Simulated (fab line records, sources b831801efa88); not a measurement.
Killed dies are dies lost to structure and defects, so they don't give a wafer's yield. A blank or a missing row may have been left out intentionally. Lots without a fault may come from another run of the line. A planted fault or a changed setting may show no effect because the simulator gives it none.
Which tool did it? ; flow gf180mcu ; Sampling: 12 lots, 36 wafers, 2 of 602 route steps

WHAT EACH GAUGE READ, for each wafer
GF_V2_THK_MEAS_03. Usual: V2_CVD_02_THK gives 847 nm (standard deviation 13).
lot;measured;on;V2_CVD_02_THK (nm);flag
L833;day 19 07:17;film-metro-02;841 841 833;
L834;day 19 13:20;film-metro-03;849 849 854;
L836;day 20 19:05;film-metro-03;826 813 851;
L837;day 21 05:53;film-metro-02;814 827 853;
L838;day 21 09:41;film-metro-03;828 849 835;
L839;day 21 14:59;film-metro-02;845 855 861;
L840;day 22 04:23;film-metro-02;872 850 846;
L842;day 22 23:05;film-metro-01;842 858 867;
L843;day 23 03:27;film-metro-01;838 834 852;
L847;day 24 11:20;film-metro-03;851 852 853;
L852;day 26 02:46;film-metro-03;833 833 849;
L856;day 27 06:20;film-metro-03;848 843 852;

WHAT TOOL EACH LOT RAN ON (gives the tool, then ch and the chambers of the sampled wafers, and finally the start)
lot;GF_V1_STRIP_18
L833;plasma-asher-03 ch 0,1, day 18 04:51
L834;plasma-asher-02 ch 0,1, day 18 11:23
L836;plasma-asher-02 ch 0,1, day 19 16:12
L837;plasma-asher-04 ch 0,1, day 20 03:18
L838;plasma-asher-02 ch 1, day 20 07:11
L839;plasma-asher-04 ch 0,1, day 20 12:03
L840;plasma-asher-02 ch 0,1, day 21 02:05
L842;plasma-asher-02 ch 0,1, day 21 21:19
L843;plasma-asher-02 ch 0,1, day 22 01:47
L847;plasma-asher-02 ch 0,1, day 23 12:37
L852;plasma-asher-03 ch 0,1, day 25 02:56
L856;plasma-asher-02 ch 0,1, day 26 06:36
- GF_V1_STRIP_18: strips in O2/N2.

AS READ BY THE TOOLS THEMSELVES (means over the sampled wafers that have a number; for cases with no such wafer, the mark the record gives instead)
GF_V1_STRIP_18. Usual: chamber-pressure-mTorr 1500.0 mTorr, standard deviation 1.4; drypump-motor-current-A 5.8 A, standard deviation 0.32; heater-power-w 340 W, standard deviation 27; n2-flow-sccm 299.9 sccm, standard deviation 0.96; o2-flow-sccm 2998 sccm, standard deviation 8.7; oes-product-au 0.592 a.u., standard deviation 0.0052.
lot;tool;chamber-pressure-mTorr (mTorr);drypump-motor-current-A (A);heater-power-w (W);n2-flow-sccm (sccm);o2-flow-sccm (sccm);oes-product-au (a.u.);flag
L833;plasma-asher-03;1500.6;5.9;302;300.7;3000;0.593;
L834;plasma-asher-02;1500.1;5.5;358;300.0;3002;0.589;
L836;plasma-asher-02;1499.4;5.5;359;299.7;3000;0.592;
L837;plasma-asher-04;1499.7;6.0;354;299.3;2992;0.589;
L838;plasma-asher-02;1500.7;5.8;333;300.7;2995;0.593;
L839;plasma-asher-04;1497.8;5.7;350;300.6;2990;0.591;
L840;plasma-asher-02;1500.0;5.7;347;298.7;3000;0.597;
L842;plasma-asher-02;1500.5;5.5;358;299.4;2993;0.602;
L843;plasma-asher-02;1500.7;5.6;357;300.0;3003;0.595;
L847;plasma-asher-02;1500.4;5.5;358;299.8;2992;0.592;
L852;plasma-asher-03;1500.6;6.0;306;299.5;3004;0.590;
L856;plasma-asher-02;1500.4;5.7;343;299.9;3001;0.599;

THE ANSWER, worked out from the rows above alone
Rule: a lot counts as off when the mean over its wafers that have a number is more than 3 standard deviations away from the usual mean. A lot without any number at a reading at which 4 lots or more have one is off too. Any other lot the step has rows for is counted as sound. After the gauges, taken in route order, come the tools' own readings; for these a lot's mean is taken, as printed above. At the first step where some lot is off, the reading lying furthest off is the one used; lots without a number count as furthest.
Nothing can be told from this: no lot is off at any reading shown.

WHAT WAS PUT IN BY THE SIMULATOR
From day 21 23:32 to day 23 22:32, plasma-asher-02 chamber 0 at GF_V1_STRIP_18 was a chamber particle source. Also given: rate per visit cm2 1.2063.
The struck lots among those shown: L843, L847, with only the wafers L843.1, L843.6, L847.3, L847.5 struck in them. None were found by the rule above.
